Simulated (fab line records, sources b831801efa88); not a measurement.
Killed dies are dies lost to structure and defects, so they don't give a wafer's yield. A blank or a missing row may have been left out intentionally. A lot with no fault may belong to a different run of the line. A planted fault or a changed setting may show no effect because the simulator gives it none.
Struck lot and sound lot, side by side -- flow sfqLine -- 14 steps out of a route of 325
Sound: these wafers, L845.3, L845.4, L845.6. Struck: wafer L850.1 (left out: L850.2, a lot-mate that was not struck); the cause follows at the end.
For every step that has rows: the tool of each side, followed by ch and its chambers, followed by its first start. Under that, the readings that differ: sound wafers -- struck wafers -- difference of the means -- sigmas: that difference in standard deviations of wafers without a fault.
alike: a reading whose means differ by less than 2 such deviations, as well as words and numbers matching on both sides. not compared: withheld readings; readings where some wafer has no value; bounds like >300 that might hide an equal value; numbers whose values overlap and for which the record gives no deviation.
The two part at a step that has a row with sigmas, a row that says differs or no value, or rows on one side only. Numbers that don't overlap but have no deviation are shown without sigmas and don't part them. A reading that every wafer of one side lacks parts them only if that side has two wafers or more.

SFQ_TRILAYER_R5_DEP_SPUTTER_133: material MoNx, target thk 40 nm, time 66.7 s.
  sound on pvdSputter-03, day 58 20:17; struck on pvdSputter-03, day 59 17:22
reading,sound,struck,difference,sigmas
throttleValvePct (%),29.5 31.1 29.3,32.1,+2.1,+2
  alike: chamberPressurePa
SFQ_TRILAYER_R5_DEP_SPUTTER_134: material Ti, target thk 5 nm, time 5 s.
  sound on pvdSputter-03, day 58 20:21; struck on pvdSputter-03, day 59 17:25
reading,sound,struck,difference,sigmas
chamberPressurePa (Pa),0.4007 0.4014 0.4023,0.3991,-0.0024,-3
throttleValvePct (%),29.6 30.9 29.6,32.4,+2.4,+2
SFQ_R5_RS_MEAS_933: measures by four-point-probe.
  sound on filmMetro-04, day 58 20:25; struck on filmMetro-02, day 59 17:26
  alike: R5_MONX_RS
SFQ_R5_THK_MEAS_934: measures by xrf.
  sound on filmMetro-04, day 58 20:31; struck on filmMetro-02, day 59 17:34
  alike: R5_MONX_THK
then, 6 steps without rows for these wafers: SFQ_TRILAYER_R5_LITHO_COAT_141 (resist thk 62 nm); SFQ_TRILAYER_R5_LITHO_COAT_136 (resist thk 600 nm); SFQ_TRILAYER_R5_LITHO_SOFTBAKE_140; SFQ_TRILAYER_R5_LITHO_EXPOSE_137 (exposes mask R5, target cd 500 nm); SFQ_TRILAYER_R5_LITHO_PEB_139 (peb time 60 s); SFQ_TRILAYER_R5_LITHO_DEVELOP_138 (time 60 s).
SFQ_R5_OVL_MEAS_935:
  sound on overlay-01, day 59 07:27; struck on overlay-02, day 60 16:31
  alike: R5_OVL
SFQ_TRILAYER_R5_BARC_OPEN_METAL_ETCH_177: etches BARC in O2, target depth 125 nm, time 41.7 s.
  sound on rieMetal-03 ch 0,1, day 59 07:30; struck on rieMetal-04 ch 1, day 60 16:33
reading,sound,struck,difference,sigmas
rfHoursCounterH (h),- - -,137,no value on the sound wafers,
  alike: drypumpMotorCurrentA, oesProductAu, runLengthS
SFQ_TRILAYER_R5_ETCH_METAL_ETCH_139: etches the open film in Cl2, stops on SiO2, target depth 60 nm, time 40 s.
  sound on rieMetal-03 ch 0,1, day 59 07:34; struck on rieMetal-04 ch 1, day 60 16:37
reading,sound,struck,difference,sigmas
oesProductAu (a.u.),0.995 0.999 0.996,0.883,-0.114,-22
rfHoursCounterH (h),- - -,137,no value on the sound wafers,
runLengthS (s),68.4 68.6 68.6,78.1,+9.6,+30
model.KrF_of_TRILAYER_R5_LITHO_COAT_136.thkNm (nm),500.6 500.5 501.7,492.3,-8.6,
model.Nb_of_TRILAYER_JJ_TRILAYER_DEP_SPUTTER_112.thkNm (nm),159.3 158.7 158.2,157.8,-0.9,
  alike: drypumpMotorCurrentA
SFQ_TRILAYER_R5_STRIP_STRIP_140: strips in O2.
  sound on rieMetal-03 ch 0,1, day 59 07:47; struck on rieMetal-04 ch 1, day 60 16:40
reading,sound,struck,difference,sigmas
rfHoursCounterH (h),- - -,137,no value on the sound wafers,
  alike: drypumpMotorCurrentA, oesProductAu, platenTempC

## WHERE THEY PART
First at SFQ_TRILAYER_R5_DEP_SPUTTER_133; last, within this record, at SFQ_TRILAYER_R5_STRIP_STRIP_140.

WHY: what the simulator had put in
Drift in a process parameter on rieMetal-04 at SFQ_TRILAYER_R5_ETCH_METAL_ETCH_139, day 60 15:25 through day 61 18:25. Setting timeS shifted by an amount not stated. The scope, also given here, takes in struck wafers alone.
